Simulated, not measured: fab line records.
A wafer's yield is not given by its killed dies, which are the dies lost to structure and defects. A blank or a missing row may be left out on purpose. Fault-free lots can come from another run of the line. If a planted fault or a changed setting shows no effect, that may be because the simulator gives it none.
A lot that was struck, set against a sound lot :: flow sky130 :: 15 steps out of a route of 708
Sound: the wafers L895.2, L895.3, L895.5. Wafers L908.4, L908.5, L908.6 were the ones struck. The cause is named last.
Each step with rows lists, per side, the tool, then ch with its chambers, then its first start. Under that, the readings that differ: sound wafers :: struck wafers :: difference of the means :: sigmas: that difference in standard deviations of wafers without a fault.
alike: readings whose means differ by less than 2 such deviations, and words and numbers that are the same on both sides. not compared: withheld readings, readings that some wafer has no value for, bounds like >300 that may hide the same value, and numbers for which the record gives no deviation and whose values overlap.
The two part at a step that has a row with sigmas, a row that says differs or no value, or rows on one side only. Numbers that don't overlap but have no deviation are shown without sigmas and don't part them. Lack of a reading on every wafer of one side parts them only where that side has two or more wafers.

SKY_VIA4_OVL_MEAS_11:
  sound: overlay-02 at day 46 08:16; struck: overlay-02 at day 47 14:28
  alike: VIA4_OVL
SKY_VIA4_ETCH_12: etches SiO2 in C4F8/O2/Ar, stops on TiN, target depth 580 nm.
  sound on rie-diel-01 ch 1,2, day 46 08:17; struck on rie-diel-03 ch 2,3, day 47 14:29
  alike: oes-product-au, rf-fwd-power-W
then, 4 steps without rows for these wafers: SKY_VIA4_STRIP_13 (strips in O2/N2); SKY_VIA4_STRIP_14 (strips in post etch residue remover, time 1200 s); SKY_VIA4_CLEAN_15 (cleans in IPA, time 180 s); SKY_VIA4_CLEAN_16 (cleans in O3/DIW).
SKY_VIA4_SPUTTER_17: material TiN, target thk 20 nm, time 80 s.
  sound: pvd-sputter-02 at day 46 09:00; struck: pvd-sputter-02 at day 47 15:08
  alike: chamber-pressure-pa, throttle-valve-pct
SKY_VIA4_CVD_18: deposits W, target thk 505 nm, time 152.14 s.
  sound on cvd-w-02 ch 0,1, day 46 09:04; struck on cvd-w-01 ch 0,1, day 47 15:15
  alike: heater-power-w
SKY_VIA4_RS_MEAS_19: measures by four-point-probe.
  sound: film-metro-01 at day 46 09:14; struck: film-metro-01 at day 47 15:25
  alike: VIA4_W_RS
SKY_VIA4_THK_MEAS_20: measures by xrf.
  sound: film-metro-01 at day 46 09:20; struck: film-metro-01 at day 47 15:30
  alike: VIA4_W_THK
then, 1 step without rows for these wafers: SKY_VIA4_CMP_21 (polishes, stops on SiO2, t overpolish 25 s, target thk 0 nm).
SKY_METAL5_SPUTTER_00: material Ti, target thk 15 nm, time 10 s.
  sound: pvd-sputter-04 at day 46 09:41; struck: pvd-sputter-04 at day 47 15:50
  alike: chamber-pressure-pa, throttle-valve-pct
SKY_METAL5_SPUTTER_01: material TiN, target thk 20 nm, time 16.7 s.
  sound: pvd-sputter-04 at day 46 09:43; struck: pvd-sputter-04 at day 47 15:52
reading: model.TiN_of_METAL5_SPUTTER_01.thk-nm (nm)
sound: 20.1 19.91 20.07
struck: 33.4 33.25 33.38
difference: +13.3
sigmas: 
  alike: chamber-pressure-pa, throttle-valve-pct
SKY_METAL5_SPUTTER_02: material AlCu, target thk 1150 nm, time 61.2 s.
  sound: pvd-sputter-04 at day 46 09:44; struck: pvd-sputter-04 at day 47 15:53
  alike: chamber-pressure-pa, throttle-valve-pct
-- the record jumps here: 2 days lie between the struck wafers' starts before and after (it left off in module METAL5 and takes up again in module PAD_OPEN, whose first step shown is number 708 of the route) --
SKY_PAD_OPEN_PROBE_99:
  the record has rows for the struck wafers here (prober-02, day 50 03:03) and none for the sound ones

## WHERE THEY PART
At SKY_PAD_OPEN_PROBE_99 and nowhere else, as far as this record goes.

WHY: what had been put in by the simulator
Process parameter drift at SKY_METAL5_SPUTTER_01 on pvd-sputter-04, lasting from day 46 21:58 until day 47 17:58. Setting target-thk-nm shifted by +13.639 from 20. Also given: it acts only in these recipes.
